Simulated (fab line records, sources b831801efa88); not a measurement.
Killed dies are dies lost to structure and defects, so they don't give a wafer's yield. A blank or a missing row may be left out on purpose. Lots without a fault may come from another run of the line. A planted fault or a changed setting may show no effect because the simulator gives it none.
fab line records | flow sfq_line
record lots=14 wafers=42 last_day=89
route steps=325 shown M3@122 JJ@183 M8@323
lots that met no fault: from a run of the same line without faults
start_h: hours from the record's first day to the start of the lot's first wafer shown | wait_h: hours since the lot's step before | " the same as in the row above | L1.1+2: a row that stands for several wafers | - no value, or no start given | * or withheld: withheld | < > ~ a bound
route shown NAME@n: a module of which the file shows steps, and the number in the route of the first | usual: mean/standard deviation of fault-free wafers | same: alike in all rows | chamber/n: place in a boat | sites: the reading at each site | _std_site: their standard deviation | _edge_site: outer sites' mean less inner sites' | radius_mm: how far each site lies from the wafer's centre | mask NAME#n: copy n | behind: the tool/chamber that last shaped the wafer | hold: why the lot was held/for how many hours/how that ended | device: the transistor (n, p or np) that didn't switch | end of line: the same wafers' tests at the end of the route | a step without rows: its recipe alone | killed: dies lost to structure and defects at the first sort, not the wafer's yield | map: a wafer's dies, x killed, . not, _ none there
set.NAME: the setting as run; set.NAME@STEP: as run at that earlier step | model.NAME: the simulator's own value behind a step, which no gauge read
steps of the route over a sample of lots; a table a step, a row a wafer
services: from which hour (start_h, from the record's first day; less than 0 if before it) a tool's chamber was out of use, for how many hours, and why
## steps
# step SFQ_TRILAYER_M3_LITHO_COAT_080
# recipe resist=BARC spin_rpm=3000 resist_thk_nm=62
# columns lot.wafer tool chamber start_h wait_h
L762.1+4+5 litho_track-03 0 875.89 0.1
L763.1+5+6 litho_track-01 0 1034.81 0.1
L766.1+2+4 litho_track-03 0 1046.93 0.1
L767.1+2+5 litho_track-03 0 1055.33 0.1
L770.2+5+6 litho_track-01 0 1069.18 0.1
L771.2+4+5 litho_track-03 0 1072.18 0.1
L772.3+4+6 litho_track-04 0 1076.43 0.1
L773.2+5+6 litho_track-03 0 1080.58 0.1
L774.1+2+5 litho_track-04 0 1082.35 0.1
L775.1+3+4 litho_track-04 0 1084.13 0.1
L777.1+2+6 litho_track-04 0 1090.13 0.1
L778.1+2+6 litho_track-01 0 1095.53 0.1
L780.2+5+6 litho_track-04 0 1113.25 0.1
L782.2+4+6 litho_track-03 0 1123.96 0.1
# step SFQ_TRILAYER_M3_BARC_OPEN_METAL_ETCH_100
# recipe mask_material=PR chemistry=O2 target_depth_nm=125 target=BARC icp_w=600 bias_w=82.74 pressure_mtorr=10 time_s=41.7
# usual drypump_motor_current_A=5.8/0.42 oes_product_au=0.685/0.0045
# columns lot.wafer tool chamber start_h wait_h drypump_motor_current_A oes_product_au rf_hours_counter_h
L762.1 rie_metal-02 1 878.30 0.0 5.4 0.675 45
L762.4 " 1 " " 5.4 0.682 -
L762.5 " 0 " " 5.1 0.672 -
L763.1 rie_metal-04 0 1037.35 0.0 5.8 0.695 136
L763.5 " 1 " " 6.0 0.688 -
L763.6 " 0 " " 5.8 0.685 -
L766.1 rie_metal-02 0 1049.22 0.0 5.1 0.680 97
L766.2 " 1 " " 5.4 0.688 72
L766.4 " 1 " " 5.4 0.680 -
L767.1 rie_metal-04 0 1057.62 0.0 5.8 0.680 139
L767.2 " 1 " " 6.0 0.681 137
L767.5 " 1 " " 6.0 0.682 -
L770.2 rie_metal-02 1 1074.42 0.0 5.4 0.686 77
L770.5 " 0 " " 5.1 0.690 -
L770.6 " 1 " " 5.4 0.692 -
L771.2 rie_metal-02 0 1075.62 0.0 5.1 0.678 102
L771.4 " 0 " " 5.1 0.688 -
L771.5 " 0 " " 5.1 0.688 -
L772.3 rie_metal-03 0 1078.64 0.0 6.0 0.682 -
L772.4 " 1 " " 6.4 0.677 -
L772.6 " 0 " " 6.0 0.688 -
L773.2 rie_metal-03 0 1082.82 0.0 6.0 0.683 31
L773.5 " 1 " " 6.4 0.681 -
L773.6 " 0 " " 6.0 0.685 -
L774.1 rie_metal-02 1 1084.64 0.0 5.4 0.684 79
L774.2 " 0 " " 5.1 0.682 104
L774.5 " 0 " " 5.1 0.677 -
L775.1 rie_metal-03 0 1086.42 0.0 6.0 0.687 32
L775.3 " 0 " " 6.0 0.688 -
L775.4 " 1 " " 6.4 0.688 -
L777.1 rie_metal-03 0 1092.42 0.0 6.0 0.665 33
L777.2 " 1 " " 6.4 0.662 116
L777.6 " 1 " " 6.4 0.668 -
L778.1 rie_metal-04 0 1097.82 0.0 5.8 0.690 2
L778.2 " 0 " " 5.8 0.680 -
L778.6 " 0 " " 5.8 0.683 -
L780.2 rie_metal-04 0 1222.06 0.0 5.8 0.675 26
L780.5 " 1 " " 6.0 0.666 -
L780.6 " 0 " " 5.8 0.670 -
L782.2 rie_metal-03 0 1236.46 0.0 6.0 0.681 61
L782.4 " 0 " " 6.0 0.685 -
L782.6 " 1 " " 6.4 0.682 -
# step SFQ_JJ_RS_MEAS_929
# recipe thk_meas_gauge=four-point-probe reads=Nb_of_TRILAYER_JJ_TRILAYER_DEP_SPUTTER_112
# usual JJ_NB_RS=1.085/0.015
# columns lot.wafer tool chamber start_h wait_h JJ_NB_RS[ohm/sq]
L762.1 film_metro-02 - 1292.49 0.0 1.094
L762.4 " - " " 1.086
L762.5 " - " " 1.092
L763.1 film_metro-03 - 1396.99 0.0 1.079
L763.5 " - " " 1.078
L763.6 " - " " 1.065
L766.1 film_metro-03 - 1410.27 0.0 1.085
L766.2 " - " " 1.078
L766.4 " - " " 1.094
L767.1 film_metro-03 - 1415.04 0.0 1.080
L767.2 " - " " 1.077
L767.5 " - " " 1.073
L770.2 film_metro-02 - 1436.46 0.1 1.103
L770.5 " - " " 1.110
L770.6 " - " " 1.090
L771.2 film_metro-02 - 1440.06 0.1 1.100
L771.4 " - " " 1.110
L771.5 " - " " 1.109
L772.3 film_metro-03 - 1447.27 0.1 1.081
L772.4 " - " " 1.074
L772.6 " - " " 1.075
L773.2 film_metro-02 - 1452.06 0.1 1.109
L773.5 " - " " 1.090
L773.6 " - " " 1.094
L774.1 film_metro-03 - 1453.24 0.0 1.074
L774.2 " - " " 1.069
L774.5 " - " " 1.095
L775.1 film_metro-01 - 1468.98 0.0 1.099
L775.3 " - " " 1.071
L775.4 " - " " 1.108
L777.1 film_metro-02 - 1478.56 0.0 1.102
L777.2 " - " " 1.103
L777.6 " - " " 1.086
L778.1 film_metro-03 - 1492.96 0.0 1.099
L778.2 " - " " 1.082
L778.6 " - " " 1.082
L780.2 film_metro-01 - 1566.46 0.1 1.086
L780.5 " - " " 1.067
L780.6 " - " " 1.096
L782.2 film_metro-01 - 1583.74 0.1 1.059
L782.4 " - " " 1.083
L782.6 " - " " 1.060
# step SFQ_M8_THK_MEAS_950
# recipe thk_meas_gauge=xrf reads=Au_of_TRILAYER_M8_DEP_EVAP_196
# usual M8_AU_THK=179.0/2.6
# columns lot.wafer tool chamber start_h wait_h M8_AU_THK[nm]
L762.1 film_metro-04 - 1821.63 0.1 180.0
L762.4 " - " " 180.1
L762.5 " - " " 180.5
L763.1 film_metro-03 - 1844.56 0.1 179.6
L763.5 " - " " 176.0
L763.6 " - " " 176.1
L766.1 film_metro-01 - 1860.93 0.1 182.6
L766.2 " - " " 181.8
L766.4 " - " " 181.2
L767.1 film_metro-01 - 1902.67 0.1 181.2
L767.2 " - " " 182.3
L767.5 " - " " 180.7
L770.2 film_metro-01 - 1920.11 0.1 183.7
L770.5 " - " " 181.9
L770.6 " - " " 183.4
L771.2 film_metro-01 - 1972.93 0.1 179.4
L771.4 " - " " 181.9
L771.5 " - " " 184.4
L772.3 film_metro-03 - 1974.14 0.1 182.1
L772.4 " - " " 180.0
L772.6 " - " " 175.4
L773.2 film_metro-04 - 1975.33 0.1 172.9
L773.5 " - " " 177.1
L773.6 " - " " 176.1
L774.1 film_metro-04 - 1976.52 0.1 179.8
L774.2 " - " " 181.3
L774.5 " - " " 181.3
L775.1 film_metro-03 - 1977.72 0.1 178.6
L775.3 " - " " 176.5
L775.4 " - " " 174.0
L777.1 film_metro-04 - 1980.12 0.1 176.8
L777.2 " - " " 177.4
L777.6 " - " " 177.8
L778.1 film_metro-04 - 2094.59 0.1 177.2
L778.2 " - " " 179.7
L778.6 " - " " 179.1
L780.2 film_metro-03 - 2104.84 0.1 174.6
L780.5 " - " " 178.0
L780.6 " - " " 177.4
L782.2 film_metro-03 - 2133.73 0.1 175.9
L782.4 " - " " 178.5
L782.6 " - " " 177.8
## services
# columns tool chamber start_h hours kind
rie_metal-04 1 858.16 13.8 repair
rie_metal-03 0 889.36 - clean
rie_metal-03 0 889.36 22.2 scheduled_down
rie_metal-03 0 889.36 22.2 vent_cycle
rie_metal-04 - 900.07 14.6 pm
rie_metal-03 1 912.92 39.9 repair
rie_metal-04 - 936.31 0.4 repair
rie_metal-03 1 954.52 15.7 repair
rie_metal-02 - 1037.97 0.5 repair
rie_metal-04 0 1064.16 4.3 repair
rie_metal-04 0 1068.66 - clean
rie_metal-04 0 1068.66 - consumable_replace:focus_ring
rie_metal-04 0 1068.66 19.5 scheduled_down
rie_metal-04 0 1068.66 19.5 vent_cycle
rie_metal-04 1 1088.11 - clean
rie_metal-04 1 1088.11 - consumable_replace:focus_ring
rie_metal-04 1 1088.11 16.7 scheduled_down
rie_metal-04 1 1088.11 16.7 vent_cycle
rie_metal-03 1 1126.70 4.8 repair
rie_metal-03 1 1186.25 - clean
rie_metal-03 1 1186.25 - consumable_replace:focus_ring
rie_metal-03 1 1186.25 16.6 scheduled_down
rie_metal-03 1 1186.25 16.6 vent_cycle
rie_metal-02 - 1218.57 14.6 pm
## key
first_sign step=SFQ_TRILAYER_M3_BARC_OPEN_METAL_ETCH_100 reading=oes_product_au direction=down sigmas=3.9 usual=0.685 struck=0.668
effect none on later readings
met_at SFQ_TRILAYER_M3_LITHO_COAT_080
struck_lots L777,L780
not_acting_at SFQ_JJ_RS_MEAS_929,SFQ_M8_THK_MEAS_950
onset_between 1084.13 1090.13
fault kind=process_parameter_drift tool=litho_track-04 chamber=- onset_h=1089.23 steps=SFQ_TRILAYER_M3_LITHO_COAT_080 channel=resist_thk_nm offset=-3.6232 shape=step end_h=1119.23 acts_in=these_recipes_only stated=62
